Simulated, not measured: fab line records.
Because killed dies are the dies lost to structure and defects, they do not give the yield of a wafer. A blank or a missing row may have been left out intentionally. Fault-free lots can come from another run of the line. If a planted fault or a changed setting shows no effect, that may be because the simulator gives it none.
8D (eight disciplines) problem report, filled in by code :: flow sky130 :: the parts of the form that need people (team, actions taken, sign-off) are left out

1. WHAT IS WRONG
Wafers free of any fault read 75.8 nm (standard deviation 0.76) for POLY_GATE_CVD_03_THK at SKY_POLY_GATE_THK_MEAS_04, against a mean of 53.4 nm on 6 wafers of 2 lots. Relative to the usual mean, that is a shift of -29 standard deviations.
The first sign was on wafer L508.2 at day 16 21:04, on film-metro-03. The record holds 30 wafers of 10 lots with a number at this step. Rule for "out" (also "out of limits"): further than 4 standard deviations from the usual mean. Any other wafer with a number is counted as sound.

2. WHAT IT IS, WHAT IT ISN'T
question: which readings at this step
is: POLY_GATE_CVD_03_THK
is not: -

question: which lots
is: L508, L509
is not: L503, L505, L506, L516, L523, L524, L525, L526

question: which wafers of those lots
is: all that have a number
is not: -

question: read on which gauges
is: film-metro-03
is not: film-metro-01, film-metro-04

question: when
is: from day 16 21:04
is not: up to then (9 sound wafers); but 15 sound wafers of L516, L523, L524, L525, L526 came after

3. SUSPECTS, AND WHAT RULES EACH OUT
Counting: a tool at a process step up to the reading stays a suspect if it ran every lot that is out and no sound lot after the first of them.
- the gauge at SKY_POLY_GATE_THK_MEAS_04 is ruled out. All the wafers that are out were read on film-metro-03, but those of them that SKY_POLY_GATE_ETCH_16 has rows for are out there too, on other tools.
- lpcvd-02 at SKY_POLY_GATE_CVD_03 (deposits Si3N4 from DCS/NH3, target thk 75 nm, time 1290 s): ruled out as a lasting fault. Sound lots L516, L523, L524, L525, L526 ran on it after its first lot that is out, L508 (day 16 19:42).
Left after counting: nothing in the record.

4. THE CAUSE (what the simulator had put in)
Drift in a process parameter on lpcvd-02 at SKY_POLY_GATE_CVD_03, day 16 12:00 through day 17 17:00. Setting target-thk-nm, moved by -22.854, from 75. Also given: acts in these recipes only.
Counting ruled it out, wrongly: the rule takes a fault to strike every lot that its tool runs from its start on, and this one did not.

5. SEQUENCE OF EFFECTS, ordered by route
Each row: a reading where the mean over the struck wafers with a number is more than 3 standard deviations away from the usual. Only readings whose record carries a usual standard deviation are examined. hours: median over the lots of the time between each lot's start at the first step of this table that gives one and its start at this step. sigmas: the change, counted in usual standard deviations.
hours: 0
step: SKY_POLY_GATE_THK_MEAS_04
reading: POLY_GATE_CVD_03_THK
usual: 75.8 nm
on struck wafers: 53.4
change: -22.4
sigmas: -29

hours: 30
step: SKY_POLY_GATE_ETCH_16
reading: oes-product-au
usual: 0.643 a.u.
on struck wafers: 0.565
change: -0.078
sigmas: -14

hours: 217
step: SKY_POLY_CUT_ETCH_11
reading: oes-product-au
usual: 0.834 a.u.
on struck wafers: 0.698
change: -0.136
sigmas: -22
Here are the process steps it includes:
- SKY_POLY_GATE_ETCH_16: etches Si3N4 in CH3F/O2, stops on poly-Si, time 147.5 s, target depth 75 nm.
- SKY_POLY_CUT_ETCH_11: etches Si3N4 in CF4/CH2F2/Ar, stops on poly-Si, time 42.5 s, target depth 60 nm.

6. HOW IT WOULD HAVE BEEN CAUGHT EARLIER
In this record the first reading out of limits at a measuring or inspecting step was taken at day 16 21:04, 9 hours after the fault began at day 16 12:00.
Tool readings at SKY_POLY_GATE_CVD_03 with a usual standard deviation given in the record: none out on any struck wafer, hence no alarm at a limit of 4 standard deviations on them.
